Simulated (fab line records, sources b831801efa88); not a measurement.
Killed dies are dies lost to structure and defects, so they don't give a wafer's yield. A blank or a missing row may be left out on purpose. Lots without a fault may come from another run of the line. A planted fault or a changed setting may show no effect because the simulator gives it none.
fab line records | flow sky130
record lots=5 wafers=15 last_day=50
route steps=708 shown VT_ADJUST_LVTN@111 VT_ADJUST_NCORE@119 PAD_OPEN@708
lots that met no fault: from a run of the same line without faults
start_h: hours from the record's first day to the start of the lot's first wafer shown | wait_h: hours since the lot's step before | " the same as in the row above | L1.1+2: a row that stands for several wafers | - no value, or no start given | * or withheld: withheld | < > ~ a bound
route shown NAME@n: a module of which the file shows steps, and the number in the route of the first | usual: mean/standard deviation of fault-free wafers | same: alike in all rows | chamber/n: place in a boat | sites: the reading at each site | _std_site: their standard deviation | _edge_site: outer sites' mean less inner sites' | radius_mm: how far each site lies from the wafer's centre | mask NAME#n: copy n | behind: the tool/chamber that last shaped the wafer | hold: why the lot was held/for how many hours/how that ended | device: the transistor (n, p or np) that didn't switch | end of line: the same wafers' tests at the end of the route | a step without rows: its recipe alone | killed: dies lost to structure and defects at the first sort, not the wafer's yield | map: a wafer's dies, x killed, . not, _ none there
set.NAME: the setting as run; set.NAME@STEP: as run at that earlier step | model.NAME: the simulator's own value behind a step, which no gauge read
lots at some steps of the route; a table a step, a row a wafer
services: from which hour (start_h, from the record's first day; less than 0 if before it) a tool's chamber was out of use, for how many hours, and why
## steps
# step SKY_VT_ADJUST_LVTN_SOFTBAKE_14
# recipe temp_c=90 time_s=60 resist=NOVOLAK
# step SKY_VT_ADJUST_LVTN_EXPOSE_15
# recipe mask_id=HVN_STD_DERIVED na=0.6 source_shape=conventional sigma_outer=0.6 polarization=unpolarized target_cd_nm=600 dose_mj=163
# step SKY_VT_ADJUST_LVTN_PEB_16
# recipe temp_c=withheld time_s=* resist=NOVOLAK
# step SKY_VT_ADJUST_LVTN_DEVELOP_17
# recipe resist=NOVOLAK developer=TMAH develop_time_s=60 dev_temp_c=23
# step SKY_VT_ADJUST_LVTN_OVL_MEAS_18
# usual VT_ADJUST_LVTN_01_OVL=0.0/1.5
# columns lot.wafer tool chamber start_h wait_h VT_ADJUST_LVTN_01_OVL[nm]
L442.2 overlay-02 - 156.37 0.1 1.3
L442.4 " - " " 1.3
L442.6 " - " " 1.7
L447.1 overlay-02 - 197.17 0.1 1.4
L447.3 " - " " 2.1
L447.4 " - " " 1.3
L448.1 overlay-02 - 206.00 0.1 0.3
L448.2 " - " " 0.5
L448.3 " - " " 0.5
L450.1 overlay-01 - 215.45 0.1 1.4
L450.3 " - " " 1.5
L450.6 " - " " 2.0
L465.1 overlay-01 - 315.17 0.1 -0.5
L465.3 " - " " 0.7
L465.6 " - " " -0.6
# step SKY_VT_ADJUST_LVTN_IMPLANT_19
# recipe species=B energy_kev=30 dose_cm2=6.5e+11 tilt_deg=withheld
# step SKY_VT_ADJUST_LVTN_STRIP_20
# recipe chemistry=O2/N2 power_w=1400 pressure_mtorr=1500 platen_temp_c=withheld o2_flow_sccm=3000 n2_flow_sccm=300 overash_fraction=0.5
# usual drypump_motor_current_A=5.9/0.62 o2_flow_sccm=2999/8.8 oes_product_au=0.716/0.0053 strip_time_to_endpoint_s=14.20/0.04
# same overash_fraction=0.5
# columns lot.wafer tool chamber start_h wait_h drypump_motor_current_A o2_flow_sccm oes_product_au rf_hours_counter_h strip_time_to_endpoint_s
L442.2 plasma_asher-04 1 156.55 0.1 6.7 3005 0.718 50 14.13
L442.4 " 0 " " 5.1 2994 0.714 - 14.12
L442.6 " 1 " " 6.7 3009 0.720 - 14.14
L447.1 plasma_asher-02 0 197.36 0.1 5.8 3008 0.711 36 14.22
L447.3 " 0 " " 5.8 2995 0.724 - 14.24
L447.4 " 1 " " 6.5 2986 0.715 - 14.29
L448.1 plasma_asher-04 0 206.19 0.1 5.1 2987 0.707 55 14.18
L448.2 " 1 " " 6.7 3019 0.714 55 14.24
L448.3 " 0 " " 5.1 2995 0.724 - 14.21
L450.1 plasma_asher-03 1 215.64 0.1 5.3 2998 0.715 9 14.19
L450.3 " 0 " " 6.3 3009 0.706 - 14.19
L450.6 " 1 " " 5.3 3005 0.713 - 14.19
L465.1 plasma_asher-02 1 315.36 0.1 6.5 3009 0.723 48 14.19
L465.3 " 1 " " 6.5 2996 0.711 - 14.17
L465.6 " 0 " " 5.8 3009 0.707 - 14.20
# step SKY_VT_ADJUST_LVTN_TW_MEAS_21
# usual VT_ADJUST_LVTN_2_TW=189.2/1.8
# columns lot.wafer tool chamber start_h wait_h VT_ADJUST_LVTN_2_TW
L442.2 film_metro-03 - 156.66 0.1 185.3
L442.4 " - " " 185.4
L442.6 " - " " 186.1
L447.1 film_metro-02 - 197.46 0.1 189.4
L447.3 " - " " 190.7
L447.4 " - " " 189.9
L448.1 film_metro-03 - 206.29 0.1 187.7
L448.2 " - " " 187.5
L448.3 " - " " 186.2
L450.1 film_metro-02 - 215.74 0.1 190.8
L450.3 " - " " 191.1
L450.6 " - " " 190.8
L465.1 film_metro-02 - 315.46 0.1 189.7
L465.3 " - " " 190.3
L465.6 " - " " 189.9
# step SKY_VT_ADJUST_NCORE_DEHYDRATE_00
# recipe temp_c=200 time_s=60
# step SKY_VT_ADJUST_NCORE_HMDS_01
# recipe prime_time_s=60 prime_temp_c=120
# step SKY_VT_ADJUST_NCORE_COAT_02
# recipe resist=NOVOLAK spin_rpm=3000 resist_thk_nm=1140
# step SKY_VT_ADJUST_NCORE_SOFTBAKE_03
# recipe temp_c=90 time_s=60 resist=NOVOLAK
# step SKY_VT_ADJUST_NCORE_EXPOSE_04
# recipe mask_id=LVTN_COMPLEMENT_THIN na=0.6 source_shape=conventional sigma_outer=0.6 polarization=unpolarized target_cd_nm=380 dose_mj=139
# columns lot.wafer tool chamber start_h wait_h mask
L442.2+4+6 iline_stepper-02 0 166.73 - LVTN_COMPLEMENT_THIN#0
L447.1+3+4 iline_stepper-02 0 208.53 - LVTN_COMPLEMENT_THIN#0
L448.1+2+3 iline_stepper-01 0 217.86 - LVTN_COMPLEMENT_THIN#0
L450.1+3+6 iline_stepper-02 0 227.13 - LVTN_COMPLEMENT_THIN#0
L465.1+3+6 iline_stepper-01 0 328.90 - LVTN_COMPLEMENT_THIN#0
# step SKY_VT_ADJUST_NCORE_PEB_05
# recipe temp_c=withheld time_s=* resist=NOVOLAK
# step SKY_VT_ADJUST_NCORE_DEVELOP_06
# recipe resist=NOVOLAK developer=TMAH develop_time_s=60 dev_temp_c=23
# step SKY_VT_ADJUST_NCORE_CD_MEAS_07
# recipe target_cd_nm=380
# usual cd_nm=379.7/2
# columns lot.wafer tool chamber start_h wait_h hold cd_nm
L442.2 cd_sem-01 - 177.69 0.1 - 378.3
L442.4 " - " " - 378.7
L442.6 " - " " - 378.3
L447.1 cd_sem-01 - 219.90 0.1 - 382.0
L447.3 " - " " - 383.3
L447.4 " - " " - 380.7
L448.1 cd_sem-02 - 228.38 0.1 - 378.9
L448.2 " - " " - 377.1
L448.3 " - " " - 379.4
L450.1 cd_sem-01 - 238.58 0.1 await_dispo/0.2h/release 375.1
L450.3 " - " " await_dispo/0.2h/release 379.5
L450.6 " - " " await_dispo/0.2h/release 371.7
L450.1 cd_sem-01 - 238.87 0.3 - 375.2
L450.3 " - " " - 379.6
L450.6 " - " " - 371.2
L465.1 cd_sem-02 - 341.68 0.1 - 379.9
L465.3 " - " " - 380.8
L465.6 " - " " - 382.3
# step SKY_VT_ADJUST_NCORE_OVL_MEAS_08
# usual VT_ADJUST_NCORE_OVL=0.4/1.4
# columns lot.wafer tool chamber start_h wait_h hold VT_ADJUST_NCORE_OVL[nm]
L442.2 overlay-01 - 177.80 0.1 - 0.4
L442.4 " - " " - 1.7
L442.6 " - " " - 1.4
L447.1 overlay-01 - 220.02 0.1 - 0.8
L447.3 " - " " - 0.2
L447.4 " - " " - -0.4
L448.1 overlay-01 - 228.50 0.1 - 0.9
L448.2 " - " " - -0.7
L448.3 " - " " - 0.8
L450.1 overlay-01 - 240.74 1.8 await_dispo/1.7h/release -2.1
L450.3 " - " " await_dispo/1.7h/release -1.9
L450.6 " - " " await_dispo/1.7h/release -0.6
L465.1 overlay-01 - 341.80 0.1 - 2.6
L465.3 " - " " - -0.7
L465.6 " - " " - 2.2
# step SKY_PAD_OPEN_PROBE_99
# usual killed_at_M0_to_M3=44/7.4 killed_at_M4_up=3.1/1.8 killed_at_contacts=24/5.6 killed_at_front_end=15/4.9 killed_at_other=0.4/0.59 killed_dies=87/9.8 killed_open=47/7.2 killed_short=39/6.8
# same gross_dies=492 killed_at_back_side=0
# columns lot.wafer tool chamber start_h wait_h killed_at_M0_to_M3 killed_at_M4_up killed_at_contacts killed_at_front_end killed_at_other killed_dies killed_open killed_short
L447.1 prober-02 - 1109.09 0.1 37 8 22 28 0 95 49 45
L447.3 prober-02 - 1109.19 0.2 55 2 22 22 1 102 45 55
L447.4 prober-02 - 1109.24 0.2 46 2 24 16 2 90 52 36
L450.1 prober-01 - 1128.24 0.1 33 7 24 20 2 86 43 40
L450.3 prober-01 - 1128.34 0.2 48 1 32 14 1 96 52 43
L450.6 prober-01 - 1128.49 0.2 47 8 25 13 0 93 52 40
# killed by level:class
L447.1 VIA1:geometric_particle:open=16 POLY_GATE:geometric_particle:short=9 CONTACT:geometric_particle:open=6 LI_CONTACT:geometric_particle:short=6 LI_CONTACT:geometric_particle:open=6 METAL4:geometric_particle:short=6 FIELD_ISO:geometric_particle:open=5 VIA2:geometric_particle:open=5
L447.3 METAL2:geometric_particle:short=10 VIA2:geometric_particle:open=10 VIA1:geometric_particle:short=9 CONTACT:geometric_particle:open=8 CONTACT:geometric_particle:short=6 VIA2:geometric_particle:short=5 FIELD_ISO:geometric_particle:short=5 METAL1:geometric_particle:short=5
L447.4 CONTACT:geometric_particle:open=12 VIA1:geometric_particle:open=10 VIA2:geometric_particle:open=9 VIA3:geometric_particle:open=8 METAL1:geometric_particle:short=7 FIELD_ISO:geometric_particle:short=4 LI_CONTACT:geometric_particle:short=4 LI_CONTACT:geometric_particle:open=4
L450.1 CONTACT:geometric_particle:open=12 VIA1:geometric_particle:open=7 METAL2:geometric_particle:short=5 METAL4:geometric_particle:short=5 FIELD_ISO:geometric_particle:short=4 POLY_GATE:geometric_particle:open=4 POLY_GATE:geometric_particle:short=4 LI_CONTACT:geometric_particle:open=4
L450.3 LI_CONTACT:geometric_particle:open=10 METAL2:geometric_particle:short=9 VIA3:geometric_particle:open=8 CONTACT:geometric_particle:open=7 VIA2:geometric_particle:open=6 VIA1:geometric_particle:open=6 METAL1:geometric_particle:short=6 LOCAL_INTERCONNECT:geometric_particle:short=5
L450.6 LI_CONTACT:geometric_particle:open=15 VIA1:geometric_particle:open=12 VIA2:geometric_particle:open=7 VIA2:geometric_particle:short=6 METAL4:geometric_particle:short=6 VIA1:geometric_particle:short=5 METAL2:geometric_particle:short=5 POLY_GATE:geometric_particle:open=4
## services
# columns tool chamber start_h hours kind
iline_stepper-02 - 160.63 1.7 pm
iline_stepper-02 - 172.99 20.2 repair
plasma_asher-02 - 180.28 14.6 pm
iline_stepper-02 - 201.32 4.4 pm
iline_stepper-01 0 243.25 - calibration
iline_stepper-01 - 273.85 28.9 pm
iline_stepper-02 0 283.46 - calibration
iline_stepper-02 - 311.02 0.5 repair
iline_stepper-01 - 317.72 1.7 pm
plasma_asher-02 - 327.43 1.8 repair
## key
first_sign step=SKY_VT_ADJUST_NCORE_CD_MEAS_07 reading=visit direction=added
effect step=SKY_VT_ADJUST_NCORE_CD_MEAS_07 reading=cd_nm direction=down sigmas=2.2 usual=379.7 struck=375.4 wafers_moved=1
met_at SKY_VT_ADJUST_NCORE_EXPOSE_04
struck_wafers L450.1,L450.3,L450.6
tester_left_out L450
onset_between 208.53 227.13
also_fits SKY_VT_ADJUST_LVTN_STRIP_20:plasma_asher-03
fault kind=process_parameter_drift tool=iline_stepper-02 chamber=- onset_h=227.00 steps=SKY_VT_ADJUST_NCORE_EXPOSE_04 channel=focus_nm offset=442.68 spread_by_wafer=0.3 shape=step end_h=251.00
# tester_left_out: of these lots the tester's yield and bins aren't shown, on N5 and GAA mostly nor the transistor test; their killed dies are dies lost to structure and defects alone, not to doping, threshold or leakage, so they don't give the yield
